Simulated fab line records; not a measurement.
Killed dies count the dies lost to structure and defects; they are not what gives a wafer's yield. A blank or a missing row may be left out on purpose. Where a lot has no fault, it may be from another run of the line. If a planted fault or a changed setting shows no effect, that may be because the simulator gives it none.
Which of the tools did it? || flow sky130 || at 1 step of a route of 708, 12 lots with 36 wafers sampled

## WHAT THE GAUGES READ, wafer by wafer
SKY_CAPM_THK_MEAS_01.
{"lot": "L077", "measured": "day 37 20:59", "on": "filmMetro-03", "CAPM_CVD_00_THK (nm)": "15.59 15.39 15.39"}
{"lot": "L076", "measured": "day 37 22:10", "on": "filmMetro-02", "CAPM_CVD_00_THK (nm)": "15.52 15.61 15.71"}
{"lot": "L079", "measured": "day 38 02:43", "on": "filmMetro-03", "CAPM_CVD_00_THK (nm)": "15.45 15.54 15.62"}
{"lot": "L081", "measured": "day 38 15:12", "on": "filmMetro-02", "CAPM_CVD_00_THK (nm)": "15.51 15.39 15.64"}
{"lot": "L084", "measured": "day 39 13:42", "on": "filmMetro-03", "CAPM_CVD_00_THK (nm)": "15.55 15.81 15.99"}
{"lot": "L085", "measured": "day 39 17:01", "on": "filmMetro-03", "CAPM_CVD_00_THK (nm)": "15.84 15.27 15.59"}
{"lot": "L088", "measured": "day 41 08:28", "on": "filmMetro-03", "CAPM_CVD_00_THK (nm)": "15.46 15.77 15.72"}
{"lot": "L090", "measured": "day 41 19:48", "on": "filmMetro-04", "CAPM_CVD_00_THK (nm)": "15.13 15.53 15.76"}
{"lot": "L092", "measured": "day 42 03:25", "on": "filmMetro-03", "CAPM_CVD_00_THK (nm)": "15.65 15.41 15.83"}
{"lot": "L093", "measured": "day 42 10:51", "on": "filmMetro-02", "CAPM_CVD_00_THK (nm)": "15.53 15.49 15.88"}
{"lot": "L095", "measured": "day 43 03:39", "on": "filmMetro-03", "CAPM_CVD_00_THK (nm)": "15.93 15.62 15.58"}
{"lot": "L097", "measured": "day 43 12:49", "on": "filmMetro-04", "CAPM_CVD_00_THK (nm)": "15.45 15.58 15.79"}

## TOOL THAT RAN EACH LOT (tool first, then ch and the chambers of the sampled wafers, then the start)
The record holds no process step before these readings.

## THE ANSWER, worked out from the rows above alone
Rule: the lots themselves supply what counts as usual. The widest of any qualifying gaps counts: lots, ordered by their means at a reading, are off when they make up no more than a third of the lots, leave a main group of 4 or more, and stand apart from it by 3 or more times the standard deviation of that group's means. Not used: any main group whose means are identical at the precision the tables above print for the reading. Also off: a lot with no number at a reading for which 4 or more lots have one. Any other lot the step has rows for is counted as sound.
Across all readings shown, no lot is off: no conclusion can be drawn from this.

## WHAT HAD BEEN PUT IN BY THE SIMULATOR
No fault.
